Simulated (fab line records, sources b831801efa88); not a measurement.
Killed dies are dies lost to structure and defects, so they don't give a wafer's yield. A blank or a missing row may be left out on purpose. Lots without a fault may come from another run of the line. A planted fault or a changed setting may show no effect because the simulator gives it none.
One fault seen from 2 desks | flow gf180mcu | each desk has only its own numbers; what lay behind them comes last

THE METROLOGY DESK
What the gauges read, lot by lot, whatever tool the lot ran on: means of the sampled wafers that have a number. A lot is out of limits, marked OUT, if its mean lies more than 4 standard deviations from the usual mean; the brackets give that distance.
Columns: A = VT_IMPLANT_01_OVL at GF_VT_IMPLANT_OVL_MEAS_18, usual 0.9 nm; B = cd_nm at GF_HV_LDD_CD_MEAS_07, usual 400.1 nm
lot  | first seen here | A    | B
L378 | day 6 08:53     | 1.0  | 399.5
L379 | day 6 13:25     | 1.5  | 402.5
L380 | day 6 21:23     | 1.2  | 400.9
L381 | day 7 02:45     | 3.3  | 394.6
L382 | day 7 08:03     | -0.1 | 401.1
L383 | day 7 12:02     | 1.6  | 398.7
L384 | day 7 20:29     | 0.9  | 405.3
L385 | day 8 03:48     | 2.6  | 400.3
L386 | day 8 11:47     | 0.8  | 400.5
L387 | day 8 14:11     | -0.6 | 395.8
L390 | day 9 13:47     | -0.9 | 399.7
L394 | day 10 14:35    | 2.2  | 398.7
L398 | day 11 10:51    | -1.6 | 400.6
L399 | day 11 19:59    | -0.7 | 402.4
This desk's finding: nothing out of limits on any of the 14 lots.

THE TOOL OWNER'S DESK: litho_track-02
The tool's own readings at GF_POLY_GATE_DEVELOP_09 (develop time 60 s): means of the sampled wafers that have a number, for each lot that ran on this tool. A lot is out of limits, marked OUT, if its mean lies more than 4 standard deviations from the usual mean; the brackets give that distance.
Columns: A = developer_temp_C at GF_POLY_GATE_DEVELOP_09, usual 21.01 C
lot  | first seen here | A
L381 | day 10 02:50    | 21.10
L383 | day 10 13:11    | 21.01
L384 | day 11 01:02    | 21.01
L386 | day 11 15:50    | 21.15
L387 | day 11 17:56    | 20.87
L390 | day 12 23:55    | 20.35 (-6.0) OUT
L394 | day 14 03:07    | 20.42 (-5.4) OUT
This desk's finding: out of limits on L390, L394; first on L390, day 12 23:55 (developer_temp_C at GF_POLY_GATE_DEVELOP_09). In limits: L381, L383, L384, L386, L387.

PUT TOGETHER
The tool owner's desk could have raised an alarm at day 12 23:55, on L390, L394.
The metrology desk saw nothing out of limits.
The metrology desk has L390, L394 on record, within its limits.
Of the lots named, all ran GF_POLY_GATE_DEVELOP_09 on litho_track-02.

WHAT THE SIMULATOR HAD PUT IN
Process parameter drift: litho_track-02, from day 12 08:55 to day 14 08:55, at GF_POLY_GATE_DEVELOP_09. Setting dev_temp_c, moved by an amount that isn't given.
Lots struck among those shown: L390, L394.
Hours from the fault's start to each desk's first reading out of limits: the tool owner's desk, 15.
